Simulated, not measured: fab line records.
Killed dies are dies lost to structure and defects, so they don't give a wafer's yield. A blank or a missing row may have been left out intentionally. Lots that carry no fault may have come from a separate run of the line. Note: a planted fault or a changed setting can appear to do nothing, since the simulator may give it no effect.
One fault seen from 2 desks + flow sky130 + each desk holds nothing but its own numbers, with what lay behind them at the end

## METROLOGY DESK
What the gauges read, lot by lot, whatever tool the lot ran on: means of the sampled wafers that have a number. Any lot whose mean is over 4 standard deviations away from the usual mean is out of limits and marked OUT; that distance is given in the brackets.
Columns: A = VIA2_OVL at SKY_VIA2_OVL_MEAS_13, usual 1 nm; B = VIA2_W_RS at SKY_VIA2_RS_MEAS_22, usual 0.2725 ohm/sq; C = VIA2_W_THK at SKY_VIA2_THK_MEAS_23, usual 421 nm
| lot  | first seen here | A   | B      | C   |
|------|-----------------|-----|--------|-----|
| L943 | day 39 01:13    | -12 | 0.2732 | 422 |
| L945 | day 39 03:10    | 8   | 0.2755 | 414 |
| L948 | day 39 23:37    | -1  | 0.2721 | 422 |
| L949 | day 40 12:52    | 9   | 0.2706 | 422 |
| L954 | day 41 18:40    | -5  | 0.2729 | 423 |
| L956 | day 42 05:10    | -4  | 0.2725 | 421 |
This desk's finding: nothing out of limits on any of the 6 lots.

## THE TOOL OWNER'S DESK: pvd-sputter-04
The tool's own readings at SKY_METAL3_SPUTTER_00 (material Ti, target thk 15 nm, time 10 s): means of the sampled wafers that have a number, for each lot that ran on this tool. Any lot whose mean is over 4 standard deviations away from the usual mean is out of limits and marked OUT; that distance is given in the brackets.
Columns: A = cathode-dc-power-W at SKY_METAL3_SPUTTER_00, usual 2999.9 W; B = throttle-valve-pct at SKY_METAL3_SPUTTER_00, usual 29.6 %
| lot  | first seen here | A      | B    |
|------|-----------------|--------|------|
| L943 | day 39 02:47    | 3000.0 | 29.8 |
| L945 | day 39 04:46    | 3000.3 | 30.5 |
| L954 | day 41 20:04    | 2999.8 | 30.0 |
| L956 | day 42 06:36    | 3000.3 | 30.1 |
This desk's finding: nothing out of limits on any of the 4 lots.

## ALL TOGETHER
From the metrology desk's view, nothing was out of limits.
The desk of the tool owner found nothing out of limits.

## WHAT THE SIMULATOR HAD INSERTED
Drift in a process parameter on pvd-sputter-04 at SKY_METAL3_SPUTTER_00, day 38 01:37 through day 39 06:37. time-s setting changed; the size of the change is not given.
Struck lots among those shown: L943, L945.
